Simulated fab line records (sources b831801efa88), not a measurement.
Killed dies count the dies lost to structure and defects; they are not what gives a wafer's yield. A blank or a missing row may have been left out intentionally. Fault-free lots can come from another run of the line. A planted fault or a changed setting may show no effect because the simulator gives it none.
Which of the tools did it? + flow sky130 + route of 708 steps, sampled at 1 step: 12 lots, 36 wafers

== WHAT THE GAUGES SHOWED, per wafer ==
SKY_VIA3_THK_MEAS_01.
| lot  | measured     | on            | VIA3_HDPCVD_THK (nm) |
|------|--------------|---------------|----------------------|
| L625 | day 38 15:58 | film_metro-02 | 1611 1619 1629       |
| L627 | day 39 02:14 | film_metro-01 | 1641 1645 1643       |
| L628 | day 39 13:30 | film_metro-01 | 1626 1664 1612       |
| L631 | day 40 10:49 | film_metro-04 | 1635 1663 1609       |
| L633 | day 40 22:24 | film_metro-02 | 1623 1612 1641       |
| L634 | day 41 07:10 | film_metro-01 | 1637 1607 1644       |
| L636 | day 42 07:37 | film_metro-04 | 1617 1619 1616       |
| L637 | day 42 10:01 | film_metro-02 | 1655 1646 1640       |
| L638 | day 42 15:49 | film_metro-02 | 1611 1630 1642       |
| L640 | day 43 05:56 | film_metro-01 | 1639 1597 1626       |
| L648 | day 45 05:32 | film_metro-02 | 1639 1670 1636       |
| L647 | day 45 09:18 | film_metro-02 | 1625 1632 1645       |

== EACH LOT AND THE TOOL THAT RAN IT (in order: tool; ch and the chambers of the sampled wafers; start) ==
There is no process step in the record ahead of these readings.

== WHAT THE TOOLS THEMSELVES READ (means of the sampled wafers that have a number; where no wafer has one, the mark that the record gives instead) ==
The record holds no such reading with a usual standard deviation.

== THE ANSWER, worked out from the rows above alone ==
Rule: what is usual is taken from the lots themselves. Put in order of their means at a reading, lots are off if they are a third of the lots or fewer, leave a main group of 4 or more, and stand apart from it by a gap of 3 or more times the standard deviation of the main group's means; of several such gaps the widest counts. The tables above print the reading to a certain number of digits; a main group whose means all agree to those digits is not used. Also off: a lot with no number at a reading for which 4 or more lots have one. All remaining lots with rows at the step are treated as sound. After the gauges, taken in route order, come the tools' own readings; for these a lot's mean is taken, as printed above. The first step at which some lot is off is used, and at that step the reading that is off furthest; a lot without a number counts as furthest.
None of the lots is off at any reading shown; this tells nothing.

== WHAT THE SIMULATOR HAD INSERTED ==
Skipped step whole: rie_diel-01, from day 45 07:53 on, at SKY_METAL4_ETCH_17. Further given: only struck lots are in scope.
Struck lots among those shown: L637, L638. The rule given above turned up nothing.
